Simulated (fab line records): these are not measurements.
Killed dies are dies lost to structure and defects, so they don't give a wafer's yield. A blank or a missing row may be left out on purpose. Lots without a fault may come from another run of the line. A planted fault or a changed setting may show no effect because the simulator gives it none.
Which tool is to blame?    flow gf180mcu    Sampling: 12 lots, 36 wafers, 6 of 602 route steps

## WHAT THE GAUGES SHOWED, per wafer
GF_PSD_TW_MEAS_11.
lot   measured      on            PSD_TW
L202  day 14 07:14  filmMetro-01  3222 3232 3228
L203  day 14 12:43  filmMetro-02  3238 3233 3227
L204  day 14 15:48  filmMetro-04  3161 3160 3166
L206  day 15 09:01  filmMetro-04  3183 3190 3179
L207  day 15 23:01  filmMetro-01  3203 3184 3214
L208  day 16 08:35  filmMetro-04  3205 3192 3195
L209  day 16 17:37  filmMetro-04  3203 3201 3198
L220  day 20 13:46  filmMetro-02  3238 3219 3225
L221  day 20 23:55  filmMetro-02  3208 3219 3223
L222  day 21 05:20  filmMetro-02  3195 3192 3197
L224  day 22 12:41  filmMetro-01  3220 3194 3210
L225  day 22 14:11  filmMetro-04  3193 3199 3208

GF_SAB_THK_MEAS_01.
lot   measured      on            SAB_CVD_00_THK (nm)
L202  day 14 07:41  filmMetro-01  49.6 49.9 50.3
L203  day 14 13:10  filmMetro-02  49.5 48.5 49.8
L204  day 14 16:16  filmMetro-02  50.2 50.2 51.0
L206  day 15 09:28  filmMetro-03  48.6 49.2 49.4
L207  day 15 23:28  filmMetro-01  49.0 50.9 50.5
L208  day 16 09:03  filmMetro-03  49.0 48.2 49.9
L209  day 16 18:04  filmMetro-01  49.4 50.8 50.6
L220  day 20 14:13  filmMetro-03  49.3 49.5 49.8
L221  day 21 00:22  filmMetro-03  48.8 50.3 49.1
L222  day 21 05:47  filmMetro-03  50.1 50.7 49.3
L224  day 22 13:09  filmMetro-03  49.5 49.7 49.6
L225  day 22 14:39  filmMetro-01  50.7 50.6 52.0

GF_SAB_OVL_MEAS_10.
lot   measured      on          SAB_OVL (nm)
L202  day 15 05:03  overlay-02  -0.5 2.4 -0.3
L203  day 15 10:20  overlay-02  -1.2 0.6 0.3
L204  day 15 13:17  overlay-01  0.3 0.9 -1.3
L206  day 16 07:05  overlay-01  -0.3 -1.8 -0.9
L207  day 16 22:30  overlay-02  0.7 -0.9 1.5
L208  day 17 08:10  overlay-01  0.0 1.2 0.1
L209  day 17 16:34  overlay-01  -0.4 -2.9 -0.8
L220  day 21 14:16  overlay-02  -0.1 1.6 -0.1
L221  day 22 00:08  overlay-01  1.1 -1.9 1.2
L222  day 22 05:24  overlay-02  -0.7 0.1 -1.4
L224  day 23 12:05  overlay-02  0.5 0.0 -2.0
L225  day 23 12:40  overlay-02  -2.3 -1.3 0.1

GF_V2_RS_MEAS_24: a four-point-probe measurement.
lot   measured      on            V2_W_RS (ohm/sq)
L202  day 20 08:52  filmMetro-03  0.323 0.320 0.322
L203  day 20 14:48  filmMetro-03  0.336 0.334 0.336
L204  day 20 18:17  filmMetro-03  0.325 0.326 0.327
L206  day 21 13:08  filmMetro-01  0.329 0.323 0.322
L207  day 22 04:10  filmMetro-04  0.320 0.322 0.318
L208  day 22 15:29  filmMetro-04  0.306 0.323 0.308
L209  day 22 22:59  filmMetro-01  0.321 0.306 0.321
L220  day 26 13:44  filmMetro-04  0.329 0.330 0.324
L221  day 26 22:29  filmMetro-01  0.323 0.324 0.324
L222  day 27 02:16  filmMetro-03  0.317 0.322 0.326
L224  day 28 05:17  filmMetro-03  0.329 0.327 0.331
L225  day 28 06:50  filmMetro-01  0.326 0.325 0.327

GF_V2_THK_MEAS_25: measures by xrf.
lot   measured      on            V2_W_THK (nm)
L202  day 20 08:58  filmMetro-03  372 378 373
L203  day 20 14:55  filmMetro-03  359 360 356
L204  day 20 18:23  filmMetro-03  372 369 368
L206  day 21 13:15  filmMetro-01  358 364 363
L207  day 22 04:16  filmMetro-04  369 368 375
L208  day 22 15:37  filmMetro-04  383 368 387
L209  day 22 23:06  filmMetro-01  363 381 366
L220  day 26 13:51  filmMetro-04  362 361 367
L221  day 26 22:37  filmMetro-01  364 364 366
L222  day 27 02:23  filmMetro-03  383 378 375
L224  day 28 05:25  filmMetro-03  369 372 368
L225  day 28 06:57  filmMetro-01  360 360 360

## WHICH TOOL RAN EACH LOT (tool, then ch and the chambers of the sampled wafers, then the start)
lot   GF_V2_CVD_23
L202  cvdW-02 ch 1, day 20 08:41
L203  cvdW-01 ch 0,1, day 20 14:41
L204  cvdW-02 ch 0,1, day 20 18:08
L206  cvdW-02 ch 0,1, day 21 13:01
L207  cvdW-02 ch 0,1, day 22 04:04
L208  cvdW-02 ch 0,1, day 22 15:23
L209  cvdW-02 ch 0,1, day 22 22:52
L220  cvdW-02 ch 0,1, day 26 13:37
L221  cvdW-02 ch 1, day 26 22:23
L222  cvdW-02 ch 0,1, day 27 02:09
L224  cvdW-01 ch 0,1, day 28 05:11
L225  cvdW-02 ch 0,1, day 28 06:43
- GF_V2_CVD_23: deposits W, target thk 350 nm, time 104.94 s.

## AS READ BY THE TOOLS THEMSELVES (means over the sampled wafers that have a number; for cases with no such wafer, the mark the record gives instead)
GF_V2_CVD_23.
lot   tool     chamberPressureTorr (Torr)  heaterPowerOuterW (W)  heaterPowerW (W)
L202  cvdW-02  40.02                       525                    884
L203  cvdW-01  39.98                       462                    765
L204  cvdW-02  39.95                       534                    857
L206  cvdW-02  39.96                       528                    856
L207  cvdW-02  39.98                       520                    833
L208  cvdW-02  43.68                       529                    852
L209  cvdW-02  41.82                       521                    822
L220  cvdW-02  39.94                       533                    855
L221  cvdW-02  40.04                       538                    862
L222  cvdW-02  40.12                       516                    859
L224  cvdW-01  40.05                       462                    782
L225  cvdW-02  39.94                       523                    835

## THE ANSWER, worked out from the rows above alone
Rule: the lots themselves supply what counts as usual. Put in order of their means at a reading, lots are off if they are a third of the lots or fewer, leave a main group of 4 or more, and stand apart from it by a gap of 3 or more times the standard deviation of the main group's means; of several such gaps the widest counts. A main group is skipped when, at the precision printed for the reading in the tables above, its means are all equal. A lot without any number at a reading at which 4 lots or more have one is off too. Any other lot the step has rows for is counted as sound. After the gauges, taken in route order, come the tools' own readings; for these a lot's mean is taken, as printed above. At the first step where some lot is off, the reading lying furthest off is the one used; lots without a number count as furthest.
Off, at GF_V2_CVD_23 on chamberPressureTorr: L208, L209. Main group: mean 40.00 Torr, sd 0.056.
A tool fits if, at that step or a process step before it, it ran every lot that is off, and no sound lot after the first of them. None of those tried fits.

## WHAT THE SIMULATOR PUT IN
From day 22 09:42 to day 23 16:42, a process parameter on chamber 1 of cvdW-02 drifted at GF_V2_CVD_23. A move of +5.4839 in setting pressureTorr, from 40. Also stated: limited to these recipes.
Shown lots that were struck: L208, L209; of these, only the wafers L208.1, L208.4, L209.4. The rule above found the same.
